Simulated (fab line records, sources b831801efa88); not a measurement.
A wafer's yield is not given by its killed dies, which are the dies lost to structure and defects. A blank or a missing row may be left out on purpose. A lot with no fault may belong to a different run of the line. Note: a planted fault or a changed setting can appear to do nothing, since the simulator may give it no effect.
Which tool was responsible? ; flow gf180mcu ; route of 602 steps, sampled at 1 step: 13 lots, 39 wafers

## WHAT EACH GAUGE READ, for each wafer
GF_V4_THK_MEAS_03. Usual: V4_CVD_02_THK gives 852 nm (standard deviation 13).
lot;measured;on;V4_CVD_02_THK (nm);flag
L542;day 23 12:18;filmMetro-02;860 856 874;
L543;day 24 00:14;filmMetro-02;841 839 861;
L544;day 24 04:03;filmMetro-03;854 862 852;
L545;day 24 16:30;filmMetro-03;854 835 845;
L546;day 24 21:28;filmMetro-02;837 826 868;
L547;day 25 01:06;filmMetro-02;832 832 873;
L548;day 25 12:25;filmMetro-02;843 854 834;
L553;day 27 05:24;filmMetro-02;833 831 870;
L556;day 28 03:49;filmMetro-02;847 849 868;
L557;day 28 08:35;filmMetro-03;857 871 868;
L561;day 29 23:25;filmMetro-02;864 863 868;
L565;day 30 15:49;filmMetro-03;859 872 867;
L564;day 30 17:08;filmMetro-03;855 861 872;

## WHICH TOOL RAN EACH LOT (tool, then ch and the chambers of the sampled wafers, then the start)
The record holds no process step before these readings.

## AS READ BY THE TOOLS THEMSELVES (means over the sampled wafers that have a number; for cases with no such wafer, the mark the record gives instead)
The record holds no such reading with a usual standard deviation.

## THE ANSWER, worked out from the rows above alone
Rule: a lot counts as off when the mean over its wafers that have a number is more than 3 standard deviations away from the usual mean. Also off: a lot with no number at a reading for which 4 or more lots have one. Any other lot the step has rows for is counted as sound. The gauges are gone through in route order, then the tools' own readings, and for those a lot's mean is taken as printed above. At the first step where some lot is off, the reading lying furthest off is the one used; lots without a number count as furthest.
Nothing can be told from this: no lot is off at any reading shown.

## WHAT THE SIMULATOR PUT IN
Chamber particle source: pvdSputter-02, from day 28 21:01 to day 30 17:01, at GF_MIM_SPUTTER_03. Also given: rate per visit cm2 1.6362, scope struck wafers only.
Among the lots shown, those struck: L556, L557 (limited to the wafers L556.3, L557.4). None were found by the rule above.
